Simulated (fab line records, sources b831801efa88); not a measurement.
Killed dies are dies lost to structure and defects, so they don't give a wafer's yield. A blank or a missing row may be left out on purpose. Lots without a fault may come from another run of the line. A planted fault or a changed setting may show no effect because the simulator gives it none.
fab line records | flow sky130
record lots=13 wafers=39 last_day=50
route steps=708 shown VIA4@658 METAL5@664 PAD_OPEN@708
lots that met no fault: from a run of the same line without faults
start_h: hours from the record's first day to the start of the lot's first wafer shown | wait_h: hours since the lot's step before | " the same as in the row above | L1.1+2: a row that stands for several wafers | - no value, or no start given | * or withheld: withheld | < > ~ a bound
route shown NAME@n: a module of which the file shows steps, and the number in the route of the first | usual: mean/standard deviation of fault-free wafers | same: alike in all rows | chamber/n: place in a boat | sites: the reading at each site | _std_site: their standard deviation | _edge_site: outer sites' mean less inner sites' | radius_mm: how far each site lies from the wafer's centre | mask NAME#n: copy n | behind: the tool/chamber that last shaped the wafer | hold: why the lot was held/for how many hours/how that ended | device: the transistor (n, p or np) that didn't switch | end of line: the same wafers' tests at the end of the route | a step without rows: its recipe alone | killed: dies lost to structure and defects at the first sort, not the wafer's yield | map: a wafer's dies, x killed, . not, _ none there
set.NAME: the setting as run; set.NAME@STEP: as run at that earlier step | model.NAME: the simulator's own value behind a step, which no gauge read
steps of the route over a sample of lots; a table a step, a row a wafer
services: from which hour (start_h, from the record's first day; less than 0 if before it) a tool's chamber was out of use, for how many hours, and why
## steps
# step SKY_VIA4_RS_MEAS_19
# recipe thk_meas_gauge=four-point-probe reads=W_of_VIA4_CVD_18+TiN_of_VIA4_SPUTTER_17
# usual VIA4_W_RS=0.2280/0.0024
# columns lot.wafer tool chamber start_h wait_h VIA4_W_RS[ohm/sq]
L676.4 film_metro-03 - 1002.95 0.1 0.2262
L676.5 " - " " 0.2275
L676.6 " - " " 0.2259
L677.3 film_metro-01 - 1026.00 0.1 0.2247
L677.5 " - " " 0.2265
L677.6 " - " " 0.2247
L679.2 film_metro-01 - 1027.96 0.1 0.2259
L679.3 " - " " 0.2262
L679.4 " - " " 0.2249
L680.3 film_metro-03 - 1036.26 0.1 0.2268
L680.4 " - " " 0.2256
L680.6 " - " " 0.2271
L681.1 film_metro-01 - 1042.13 0.1 0.2284
L681.3 " - " " 0.2287
L681.6 " - " " 0.2283
L682.3 film_metro-03 - 1057.01 0.1 0.2288
L682.4 " - " " 0.2317
L682.6 " - " " 0.2310
L683.4 film_metro-01 - 1057.01 0.1 0.2331
L683.5 " - " " 0.2292
L683.6 " - " " 0.2288
L684.1 film_metro-01 - 1065.49 0.1 0.2250
L684.2 " - " " 0.2234
L684.4 " - " " 0.2221
L686.1 film_metro-01 - 1074.48 0.1 0.2276
L686.4 " - " " 0.2340
L686.6 " - " " 0.2283
L685.2 film_metro-02 - 1076.04 0.1 0.2279
L685.5 " - " " 0.2290
L685.6 " - " " 0.2293
L687.3 film_metro-02 - 1079.90 0.1 0.2312
L687.4 " - " " 0.2331
L687.6 " - " " 0.2325
L694.2 film_metro-03 - 1120.76 0.1 0.2281
L694.4 " - " " 0.2236
L694.6 " - " " 0.2253
L697.1 film_metro-01 - 1153.84 0.1 0.2282
L697.3 " - " " 0.2297
L697.4 " - " " 0.2282
# step SKY_VIA4_THK_MEAS_20
# recipe thk_meas_gauge=xrf reads=W_of_VIA4_CVD_18
# usual VIA4_W_THK=491/6.5
# columns lot.wafer tool chamber start_h wait_h VIA4_W_THK[nm]
L676.4 film_metro-03 - 1003.04 0.1 488
L676.5 " - " " 487
L676.6 " - " " 489
L677.3 film_metro-01 - 1026.10 0.1 500
L677.5 " - " " 496
L677.6 " - " " 496
L679.2 film_metro-01 - 1028.07 0.1 497
L679.3 " - " " 493
L679.4 " - " " 498
L680.3 film_metro-03 - 1036.36 0.1 493
L680.4 " - " " 498
L680.6 " - " " 494
L681.1 film_metro-01 - 1042.25 0.1 490
L681.3 " - " " 488
L681.6 " - " " 489
L683.4 film_metro-01 - 1057.10 0.1 482
L683.5 " - " " 490
L683.6 " - " " 490
L682.3 film_metro-03 - 1057.11 0.1 480
L682.4 " - " " 475
L682.6 " - " " 476
L684.1 film_metro-01 - 1065.61 0.1 498
L684.2 " - " " 504
L684.4 " - " " 504
L686.1 film_metro-01 - 1074.60 0.1 493
L686.4 " - " " 482
L686.6 " - " " 493
L685.2 film_metro-02 - 1076.15 0.1 498
L685.5 " - " " 501
L685.6 " - " " 494
L687.3 film_metro-02 - 1080.00 0.1 487
L687.4 " - " " 485
L687.6 " - " " 485
L694.2 film_metro-03 - 1120.87 0.1 484
L694.4 " - " " 496
L694.6 " - " " 496
L697.1 film_metro-01 - 1153.96 0.1 484
L697.3 " - " " 483
L697.4 " - " " 487
# step SKY_METAL5_SPUTTER_03
# recipe material=Ti target_thk_nm=5 power_w=3000 time_s=3.3 chamber_pressure_pa=0.4
# usual chamber_pressure_pa=0.4001/0.00084 throttle_valve_pct=30.3/0.92
# columns lot.wafer tool chamber start_h wait_h chamber_pressure_pa throttle_valve_pct
L676.4 pvd_sputter-03 - 1003.47 0.0 0.3989 29.0
L676.5 " - " " 0.4011 30.2
L676.6 " - " " 0.4003 29.0
L677.3 pvd_sputter-02 - 1026.80 0.0 0.3997 30.7
L677.5 " - " " 0.3986 29.3
L677.6 " - " " 0.4002 28.9
L679.2 pvd_sputter-02 - 1028.52 0.0 0.4007 29.0
L679.3 " - " " 0.3998 30.7
L679.4 " - " " 0.4007 30.8
L680.3 pvd_sputter-04 - 1036.80 0.0 0.4008 30.5
L680.4 " - " " 0.4010 31.1
L680.6 " - " " 0.4002 29.0
L681.1 pvd_sputter-04 - 1042.81 0.0 0.3996 30.5
L681.3 " - " " 0.4002 28.9
L681.6 " - " " 0.4002 29.0
L683.4 pvd_sputter-02 - 1057.53 0.0 0.3998 28.8
L683.5 " - " " 0.3997 29.4
L683.6 " - " " 0.3995 30.7
L682.3 pvd_sputter-04 - 1057.54 0.0 0.4011 31.0
L682.4 " - " " 0.3993 31.0
L682.6 " - " " 0.3995 30.8
L684.1 pvd_sputter-04 - 1066.07 0.0 0.4001 30.5
L684.2 " - " " 0.3984 30.8
L684.4 " - " " 0.3996 29.1
L686.1 pvd_sputter-03 - 1075.06 0.0 0.3993 30.8
L686.4 " - " " 0.4014 29.4
L686.6 " - " " 0.4000 29.1
L685.2 pvd_sputter-03 - 1076.59 0.0 0.4003 30.9
L685.5 " - " " 0.4004 32.3
L685.6 " - " " 0.3995 30.3
L687.3 pvd_sputter-04 - 1080.44 0.0 0.3988 28.8
L687.4 " - " " 0.4015 30.9
L687.6 " - " " 0.4000 29.0
L694.2 pvd_sputter-04 - 1121.31 0.0 0.4013 29.1
L694.4 " - " " 0.3988 30.8
L694.6 " - " " 0.4002 30.5
L697.1 pvd_sputter-03 - 1154.42 0.0 0.4010 32.2
L697.3 " - " " 0.4004 30.8
L697.4 " - " " 0.3991 30.7
# step SKY_METAL5_SPUTTER_04
# recipe material=TiN target_thk_nm=70 power_w=6500 time_s=58.3 chamber_pressure_pa=0.4
# usual chamber_pressure_pa=0.3999/0.00087 throttle_valve_pct=30.3/0.92
# columns lot.wafer tool chamber start_h wait_h chamber_pressure_pa throttle_valve_pct
L676.4 pvd_sputter-03 - 1003.49 0.0 0.3995 29.0
L676.5 " - " " 0.3993 30.1
L676.6 " - " " 0.4015 29.2
L677.3 pvd_sputter-02 - 1026.82 0.0 0.4004 30.9
L677.5 " - " " 0.4001 29.5
L677.6 " - " " 0.4014 29.1
L679.2 pvd_sputter-02 - 1028.54 0.0 0.4004 29.4
L679.3 " - " " 0.3982 30.9
L679.4 " - " " 0.3990 30.7
L680.3 pvd_sputter-04 - 1036.82 0.0 0.3992 30.7
L680.4 " - " " 0.3992 30.9
L680.6 " - " " 0.3995 29.2
L681.1 pvd_sputter-04 - 1042.83 0.0 0.3999 30.7
L681.3 " - " " 0.4006 29.0
L681.6 " - " " 0.4003 28.7
L683.4 pvd_sputter-02 - 1057.54 0.0 0.3990 29.0
L683.5 " - " " 0.4013 29.4
L683.6 " - " " 0.3994 31.0
L682.3 pvd_sputter-04 - 1057.56 0.0 0.3995 30.6
L682.4 " - " " 0.4000 30.8
L682.6 " - " " 0.4013 30.6
L684.1 pvd_sputter-04 - 1066.09 0.0 0.4010 30.9
L684.2 " - " " 0.4003 30.8
L684.4 " - " " 0.4005 29.1
L686.1 pvd_sputter-03 - 1075.08 0.0 0.3999 30.9
L686.4 " - " " 0.4004 29.1
L686.6 " - " " 0.3995 29.2
L685.2 pvd_sputter-03 - 1076.61 0.0 0.3999 30.7
L685.5 " - " " 0.3990 32.3
L685.6 " - " " 0.3990 30.2
L687.3 pvd_sputter-04 - 1080.45 0.0 0.3996 29.0
L687.4 " - " " 0.4001 30.8
L687.6 " - " " 0.4003 28.8
L694.2 pvd_sputter-04 - 1121.33 0.0 0.4308 27.7
L694.4 " - " " 0.4010 30.8
L694.6 " - " " 0.4005 30.5
L697.1 pvd_sputter-03 - 1154.44 0.0 0.3998 32.3
L697.3 " - " " 0.3995 30.8
L697.4 " - " " 0.3999 30.4
# step SKY_PAD_OPEN_PROBE_99
# usual defect_limited_yield=82.6/2.1 killed_at_M0_to_M3=44/7.5 killed_at_M4_up=3.1/1.7 killed_at_contacts=24/6.2 killed_at_front_end=15/4.2 killed_at_other=0.4/0.58 killed_dies=85/10 killed_open=47/7.7 killed_short=38/6.4 sort_bin_3_pad_short=0.8/0.41 sort_bin_5_function=10.3/1.7 sort_bin_6_memory=6.2/1.1 sort_n_pass=407/10 sort_yield_pct=82.6/2.1
# same gross_dies=492 killed_at_back_side=0 sort_bin_4_leakage[%]=0 sort_bin_8_speed[%]=0
# columns lot.wafer tool chamber start_h wait_h defect_limited_yield[%] killed_at_M0_to_M3 killed_at_M4_up killed_at_contacts killed_at_front_end killed_at_other killed_dies killed_open killed_short sort_bin_3_pad_short[%] sort_bin_5_function[%] sort_bin_6_memory[%] sort_n_pass sort_yield_pct[%]
L686.1 prober-01 - 1137.83 0.1 82.3 37 0 41 9 0 87 56 31 0.6 10.8 6.3 405 82.3
L686.4 prober-01 - 1137.98 0.2 80.3 49 3 29 15 1 97 57 37 1.4 12.2 6.1 395 80.3
L686.6 prober-01 - 1138.08 0.2 82.1 38 3 32 15 0 88 57 31 1.2 9.6 7.1 404 82.1
L694.2 prober-02 - 1178.13 0.1 83.1 40 4 22 17 0 83 44 37 1.2 10.2 5.5 409 83.1
L694.4 prober-02 - 1178.23 0.2 82.9 46 2 21 15 0 84 45 39 1.0 10.8 5.3 408 82.9
L694.6 prober-02 - 1178.33 0.2 83.3 41 1 24 16 0 82 43 38 1.4 8.5 6.7 410 83.3
# killed by level:class
L686.1 CONTACT:geometric_particle:open=18 VIA1:geometric_particle:open=12 CONTACT:geometric_particle:short=8 LI_CONTACT:geometric_particle:open=8 VIA2:geometric_particle:open=6 LI_CONTACT:geometric_particle:short=5 VIA1:geometric_particle:short=5 FIELD_ISO:geometric_particle:open=3
L686.4 VIA1:geometric_particle:open=18 CONTACT:geometric_particle:open=8 LI_CONTACT:geometric_particle:open=6 CONTACT:geometric_particle:short=6 VIA3:geometric_particle:open=6 METAL1:geometric_particle:short=5 METAL2:geometric_particle:short=5 VIA2:geometric_particle:open=5
L686.6 LI_CONTACT:geometric_particle:open=11 CONTACT:geometric_particle:open=11 VIA2:geometric_particle:open=9 VIA3:geometric_particle:open=9 VIA1:geometric_particle:open=6 FIELD_ISO:geometric_particle:short=5 LI_CONTACT:geometric_particle:short=5 FIELD_ISO:geometric_particle:open=3
L694.2 VIA1:geometric_particle:open=10 LI_CONTACT:geometric_particle:open=9 FIELD_ISO:geometric_particle:short=7 VIA2:geometric_particle:open=7 CONTACT:geometric_particle:open=5 CONTACT:geometric_particle:short=5 METAL1:geometric_particle:short=5 METAL2:geometric_particle:short=5
L694.4 VIA1:geometric_particle:open=9 LI_CONTACT:geometric_particle:open=8 METAL2:geometric_particle:short=8 VIA2:geometric_particle:open=8 VIA3:geometric_particle:short=6 POLY_GATE:geometric_particle:open=5 CONTACT:geometric_particle:open=5 VIA3:geometric_particle:open=5
L694.6 LI_CONTACT:geometric_particle:open=11 METAL2:geometric_particle:short=7 VIA2:geometric_particle:open=7 FIELD_ISO:geometric_particle:short=6 VIA1:geometric_particle:open=6 FIELD_ISO:geometric_particle:open=4 CONTACT:geometric_particle:open=4 VIA1:geometric_particle:short=4
## services
# columns tool chamber start_h hours kind
pvd_sputter-03 - 1047.69 3.0 repair
pvd_sputter-04 - 1070.64 1.6 repair
## key
first_sign step=SKY_METAL5_SPUTTER_04 reading=chamber_pressure_pa direction=up sigmas=35 usual=0.3999 struck=0.4308
effect none on later readings
met_at SKY_METAL5_SPUTTER_04
struck_lots L694
struck_wafers L694.2
not_acting_at SKY_VIA4_RS_MEAS_19,SKY_VIA4_THK_MEAS_20,SKY_METAL5_SPUTTER_03
onset_between 1080.45 1121.33
fault kind=process_parameter_drift tool=pvd_sputter-04 chamber=- onset_h=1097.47 steps=SKY_METAL5_SPUTTER_04 channel=chamber_pressure_pa offset=0.031561 shape=step end_h=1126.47 acts_in=these_recipes_only stated=0.4 scope=struck_wafers_only
